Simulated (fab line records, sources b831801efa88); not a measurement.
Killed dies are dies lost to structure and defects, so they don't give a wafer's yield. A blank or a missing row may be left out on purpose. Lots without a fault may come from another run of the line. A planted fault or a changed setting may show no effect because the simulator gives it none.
Chamber matching | flow gf180mcu | GF_V1_CMP_04 on cmp-02: 4 sister chambers
The step polishes SiO2. 20 wafers are shown with their chamber, then 9 later ones without.

WAFERS WITH THEIR CHAMBER
wafer  | chamber | motor_current_A (A) | time_to_endpoint_s (s) | retaining_ring_pressure_frac
L798.3 | 1       | 13.8                | 77                     | 0.995
L798.4 | 3       | 13.0                | 75                     | 1.000
L798.6 | 3       | 13.5                | 75                     | 1.000
L802.1 | 2       | 10.7                | 78                     | 0.996
L802.4 | 0       | 11.8                | 87                     | 1.002
L802.5 | 1       | 13.9                | 84                     | 0.992
L801.2 | 0       | 12.1                | 90                     | 0.998
L801.4 | 1       | 12.8                | 84                     | 1.001
L801.6 | 3       | 13.5                | 81                     | 1.012
L803.3 | 2       | 11.0                | 67                     | 0.995
L803.4 | 3       | 13.8                | 73                     | 1.005
L803.6 | 2       | 10.8                | 80                     | 0.998
L804.1 | 1       | 12.6                | 76                     | 0.996
L804.4 | 2       | 10.5                | 83                     | 0.994
L804.6 | 0       | 12.2                | 87                     | 1.003
L805.2 | 3       | 13.5                | 68                     | 1.008
L805.4 | 0       | 11.7                | 88                     | 0.999
L805.6 | 1       | 13.3                | 79                     | 0.995
L808.1 | 1       | 13.4                | 82                     | 1.000
L808.4 | 3       | 13.3                | 85                     | 0.998

SIGNATURES (means of the wafers above)
reading                      | chamber 0 | chamber 1 | chamber 2 | chamber 3 | scatter within a chamber
motor_current_A              | 11.950    | 13.300    | 10.750    | 13.433    | 0.355
time_to_endpoint_s           | 88.00     | 80.33     | 77.00     | 76.17     | 4.96
retaining_ring_pressure_frac | 1.00050   | 0.99650   | 0.99575   | 1.00383   | 0.00381
Rule: a wafer's distance from a chamber is the root of the sum, over the readings, of the square of ((its reading less the chamber's mean) divided by the reading's scatter). The wafer belongs to the nearest chamber; if the next one is less than 2 further off, it can't be placed. The scatter: the root of (the sum of the squares of (reading less its chamber's mean) over the shown wafers, divided by (wafers less chambers)).

WAFERS WITHOUT THEIR CHAMBER
wafer  | motor_current_A (A) | time_to_endpoint_s (s) | retaining_ring_pressure_frac
L808.6 | 12.1                | 92                     | 1.001
L811.1 | 13.7                | 84                     | 0.999
L811.6 | 13.4                | 80                     | 0.999
L820.1 | 13.7                | 74                     | 0.991
L820.2 | 14.0                | 86                     | 1.007
L820.4 | 12.3                | 88                     | 0.999
L821.1 | 11.6                | 84                     | 1.003
L821.2 | 11.0                | 72                     | 1.001
L821.6 | 10.4                | 85                     | 1.007

WHICH CHAMBER EACH WENT THROUGH
wafer  | from the rows above     | in truth
L808.6 | 0                       | 0
L811.1 | can't be placed: 1 or 3 | 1
L811.6 | can't be placed: 1 or 3 | 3
L820.1 | can't be placed: 1 or 3 | 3
L820.2 | can't be placed: 3 or 1 | 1
L820.4 | 0                       | 0
L821.1 | can't be placed: 0 or 2 | 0
L821.2 | 2                       | 2
L821.6 | can't be placed: 2 or 0 | 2
Placed correctly: 3 of 9. Can't be placed from these rows: 6 (the true chamber is among the candidates in 6). Placed wrongly: 0.
